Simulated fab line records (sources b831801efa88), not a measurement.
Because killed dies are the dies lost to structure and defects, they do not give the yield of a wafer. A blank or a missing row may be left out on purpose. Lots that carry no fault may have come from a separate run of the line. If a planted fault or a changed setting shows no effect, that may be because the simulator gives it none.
8D (eight disciplines) problem report, filled in by code	flow sky130	the parts of the form that need people (team, actions taken, sign-off) are left out

1. PROBLEM STATEMENT
LDD_HVN_TW at SKY_LDD_HVN_TW_MEAS_10 reads a mean of 1542 on 6 wafers of 2 lots; wafers without a fault read 1419 with a standard deviation of 10. That puts it +12 standard deviations away from the usual mean.
The first sign was on wafer L834.1 at day 27 10:07, on film metro-02. At this step, 36 wafers from 12 lots have a number in the record. Rule for "out" (also "out of limits"): further than 4 standard deviations from the usual mean. The other wafers with a number count as sound.

2. WHAT IT IS AND WHAT IT IS NOT
question	is	is not
which readings at this step	LDD_HVN_TW	-
which lots	L834, L835	L814, L818, L819, L820, L821, L822, L823, L827, L828, L831
which wafers of those lots	all that have a number	-
read on which gauges	film metro-02	film metro-01, film metro-03
when	from day 27 10:07	up to then (30 sound wafers)

3. THE SUSPECTS, EACH WITH WHAT RULES IT OUT
Counting: a tool at any process step up to the reading remains a suspect when it ran all the lots that are out and ran no sound lot after the first of those.
- ruled out: the gauge at SKY_LDD_HVN_TW_MEAS_10. All the wafers that are out were read on film metro-02, but those of them that SKY_LDD_HVN_IMPLANT_08 has rows for are out there too, on other tools.
- implanter-03 at SKY_LDD_HVN_IMPLANT_08: kept. Every lot that is out went through it, starting with L834 (day 27 09:52), and after that it ran no sound lot; the last sound lot it ran before then is L828 (day 25 12:15). Out on those wafers are its own readings of beam energy keV.
Left after counting: implanter-03 at SKY_LDD_HVN_IMPLANT_08.

4. THE CAUSE (what the simulator had put in)
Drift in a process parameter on implanter-03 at SKY_LDD_HVN_IMPLANT_08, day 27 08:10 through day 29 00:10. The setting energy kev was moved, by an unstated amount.
After counting, this tool was the only one left.

5. THE CHAIN OF EFFECTS, in route order
Each row: a reading whose mean over the struck wafers that have a number lies more than 3 standard deviations from the usual. Only readings whose record carries a usual standard deviation are examined. hours: median over the lots of the time between each lot's start at the first step of this table that gives one and its start at this step. sigmas: the change, counted in usual standard deviations.
hours	step	reading	usual	on struck wafers	change	sigmas
0	SKY_LDD_HVN_IMPLANT_08	beam energy keV	60.002	82.826	+22.824	+99 or more
0	SKY_LDD_HVN_TW_MEAS_10	LDD_HVN_TW	1419	1542	+123	+12
The process steps in it:
- SKY_LDD_HVN_IMPLANT_08
Later measuring or inspecting steps at which every struck wafer that the step has a row for has a number for every such reading, and none has moved that far: SKY_VIA2_OVL_MEAS_13, SKY_VIA2_THK_MEAS_23.

6. HOW IT WOULD HAVE BEEN CAUGHT EARLIER
2 hours passed between the start of the fault at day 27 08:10 and the first reading out of limits at a measuring or inspecting step in this record, taken at day 27 10:07.
At SKY_LDD_HVN_IMPLANT_08, the tool's own readings (beam energy keV) were out on each struck wafer the step has a row for, so an alarm limit on them would have fired on the first such wafer.
L835, from the lots that are out (2), started SKY_LDD_HVN_IMPLANT_08 on implanter-03 later than day 27 10:07. It would have been spared by a hold on the tool at that moment.
